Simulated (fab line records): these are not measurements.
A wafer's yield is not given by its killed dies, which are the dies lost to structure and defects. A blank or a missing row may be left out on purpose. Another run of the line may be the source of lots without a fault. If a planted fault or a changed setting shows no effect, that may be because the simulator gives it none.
A struck lot beside a sound one | flow sky130 | 15 steps out of a route of 708
Sound: the wafers L598.4, L598.5, L598.6. Wafers L602.1, L602.3, L602.6 were the ones struck. The cause is given at the end.
Per side, at each step with rows, come the tool, then ch with its chambers, and then its first start. Under that, the readings that differ: sound wafers | struck wafers | difference of the means | sigmas: that difference in standard deviations of wafers without a fault.
alike: readings whose means differ by less than 2 such deviations, and words and numbers that are the same on both sides. not compared: withheld readings, readings that some wafer has no value for, bounds like >300 that may hide the same value, and numbers for which the record gives no deviation and whose values overlap.
The two part at a step that has a row with sigmas, a row that says differs or no value, or rows on one side only. Numbers that have no deviation but don't overlap get no sigmas and don't part them. Lack of a reading on every wafer of one side parts them only where that side has two or more wafers.

first, 4 steps without rows for these wafers: SKY_LDD_N_SOFTBAKE_03 (time 60 s); SKY_LDD_N_EXPOSE_04 (exposes mask NTM, target cd 840 nm); SKY_LDD_N_PEB_05; SKY_LDD_N_DEVELOP_06 (develop time 60 s).
SKY_LDD_N_OVL_MEAS_07:
  sound: overlay-01 at day 23 12:22; struck: overlay-02 at day 24 08:26
  alike: LDD_N_OVL
then, 7 steps without rows for these wafers: SKY_LDD_N_IMPLANT_08; SKY_LDD_N_IMPLANT_09; SKY_LDD_N_IMPLANT_10; SKY_LDD_N_IMPLANT_11; SKY_LDD_N_IMPLANT_12; SKY_LDD_N_IMPLANT_13; SKY_LDD_N_IMPLANT_14.
SKY_LDD_N_IMPLANT_15:
  sound on implanter-04 ch 0, day 23 13:30; struck on implanter-02 ch 0, day 24 09:32
  reading            | sound                         | struck                       | difference | sigmas
  dose-ions-cm2      | 4.999e+12 4.998e+12 5.003e+12 | 8.858e+12 8.867e+12 8.86e+12 | +3.862e+12 | +99 or more
  faraday-current-uA | 27.4 28.2 28.0                | 49.3 50.1 50.5               | +22.1      | +39
SKY_LDD_N_STRIP_16: strips in O2/N2.
  sound on plasma-asher-02 ch 0,1, day 23 13:37; struck on plasma-asher-01 ch 0,1, day 24 09:41
  alike: drypump-motor-current-A, oes-product-au, strip-time-to-endpoint-s
  not compared: rf-hours-counter-h
-- a jump in the record: the struck wafers' starts before and after are 26 days apart (it breaks off in module LDD_N and resumes in module PAD_OPEN, where the first step shown is number 708 of the route) --
SKY_PAD_OPEN_PROBE_99:
  sound: prober-02 at day 49 11:19; struck: prober-02 at day 50 00:22
  reading                                   | sound                | struck               | difference | sigmas
  model.etest.nfet_01v8_turned.vt-sat-v (V) | 0.6565 0.6502 0.6464 | 0.689 0.6984 0.6858  | +0.040     |
  model.etest.nfet_01v8_turned.vt-v (V)     | 0.7092 0.7044 0.6977 | 0.7171 0.7256 0.7127 | +0.0147    |
  model.etest.nfet_01v8_lvt.vt-sat-v (V)    | 0.5387 0.5256 0.5341 | 0.5518 0.5592 0.5411 | +0.0179    |
  alike: killed_at_M0_to_M3, killed_at_M4_up, killed-at-contacts, killed-at-front-end, killed-at-other, killed-dies, killed-open, killed-short
  not compared: model.etest.nfet_01v8_turned.drive-ua-um, model.etest.tip-n.rs-ohm-sq, model.etest.nfet_01v8_turned.off-log10-a-um, model.etest.nfet_01v8_swapped.vt-sat-v, model.etest.nfet_01v8.vt-sat-v

WHERE THEY PART
Only at SKY_LDD_N_IMPLANT_15, as far as this record shows. Later steps at which nothing parts them and some readings are alike: SKY_LDD_N_STRIP_16, SKY_PAD_OPEN_PROBE_99.

WHY: the cause the simulator had injected
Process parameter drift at SKY_LDD_N_IMPLANT_15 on implanter-02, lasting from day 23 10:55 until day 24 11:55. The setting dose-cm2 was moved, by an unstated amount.
